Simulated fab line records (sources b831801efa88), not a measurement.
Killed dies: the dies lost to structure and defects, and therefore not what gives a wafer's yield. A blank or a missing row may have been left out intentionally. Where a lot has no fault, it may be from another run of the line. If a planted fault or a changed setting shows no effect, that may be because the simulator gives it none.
Struck lot and sound lot, side by side | flow sky130 | 16 steps out of a route of 708
Sound: wafers L693.2, L693.3, L693.5. Struck: wafer L698.6. (L698.4, L698.5 of the same lot were not struck and are left out.) The cause comes at the end.
For every step that has rows: the tool of each side, followed by ch and its chambers, followed by its first start. Under that, the readings that differ: sound wafers | struck wafers | difference of the means | sigmas: that difference in standard deviations of wafers without a fault.
alike: readings whose means differ by less than 2 such deviations, and words and numbers that are the same on both sides. not compared: withheld readings, readings that some wafer has no value for, bounds like >300 that may hide the same value, and numbers for which the record gives no deviation and whose values overlap.
The two part at a step that has a row with sigmas, a row that says differs or no value, or rows on one side only. Non-overlapping numbers with no deviation appear without sigmas and do not part them. Lack of a reading on every wafer of one side parts them only where that side has two or more wafers.

SKY_VIA3_BOW_MEAS_03:
  sound on film-metro-02, day 42 11:55; struck on film-metro-01, day 43 15:35
  alike: VIA3_BOW
then, 8 steps without rows for these wafers: SKY_VIA3_DEHYDRATE_04 (time 60 s); SKY_VIA3_HMDS_05 (prime time 60 s); SKY_VIA3_COAT_06 (resist thk 60 nm); SKY_VIA3_COAT_07 (resist thk 450 nm); SKY_VIA3_SOFTBAKE_08 (time 90 s); SKY_VIA3_EXPOSE_09 (exposes mask VIM3, target cd 200 nm); SKY_VIA3_PEB_10; SKY_VIA3_DEVELOP_11 (develop time 60 s).
SKY_VIA3_CD_MEAS_12: target cd 200 nm.
  sound on cd-sem-01, day 43 10:53; struck on cd-sem-01, day 44 14:13
  alike: cd-nm
SKY_VIA3_OVL_MEAS_13:
  sound on overlay-02, day 43 10:59; struck on overlay-01, day 44 14:18
  alike: VIA3_OVL
SKY_VIA3_ETCH_14: etches BARC in N2/H2, stops on SiO2, time 45.9 s, target depth 60 nm.
  sound on rie-diel-03 ch 1,2,3, day 43 11:01; struck on rie-diel-03 ch 1, day 44 14:19
  alike: drypump-motor-current-A, oes-product-au, throttle-valve-pct
  not compared: rf-hours-counter-h
SKY_VIA3_ETCH_15: etches SiO2 in C4F8/O2/Ar, stops on TiN, target depth 507 nm, time 78 s.
  sound on rie-diel-03 ch 1,2,3, day 43 11:04; struck on rie-diel-03 ch 1, day 44 14:22
  reading                                     | sound             | struck | difference | sigmas
  model.KrF-thick_of_VIA3_COAT_07.thk-nm (nm) | 293 290.7 294.3   | 253.3  | -39.4      |
  model.VIA3.feature-depth-nm (nm)            | 463.7 465.3 465.1 | 472.1  | +7.4       |
  model.TiN_of_METAL3_SPUTTER_04.thk-nm (nm)  | 69.75 69.25 69.84 | 62.31  | -7.30      |
  alike: oes-product-au
  not compared: rf-hours-counter-h
SKY_VIA3_STRIP_16: strips in O2/N2.
  sound on plasma-asher-04 ch 0,1, day 43 11:07; struck on plasma-asher-04 ch 1, day 44 14:27
  reading                      | sound             | struck | difference | sigmas
  oes-product-au (a.u.)        | 0.406 0.402 0.390 | 0.389  | -0.010     | -2
  strip-time-to-endpoint-s (s) | 4.155 4.153 4.161 | 3.726  | -0.430     | -15
  alike: drypump-motor-current-A
  not compared: rf-hours-counter-h
then, 2 steps without rows for these wafers: SKY_VIA3_STRIP_17 (strips in post etch residue remover, time 1200 s); SKY_PAD_OPEN_PROBE_99.

WHERE THEY PART
At SKY_VIA3_STRIP_16 and nowhere else, as far as this record goes.

WHY: what had been put in by the simulator
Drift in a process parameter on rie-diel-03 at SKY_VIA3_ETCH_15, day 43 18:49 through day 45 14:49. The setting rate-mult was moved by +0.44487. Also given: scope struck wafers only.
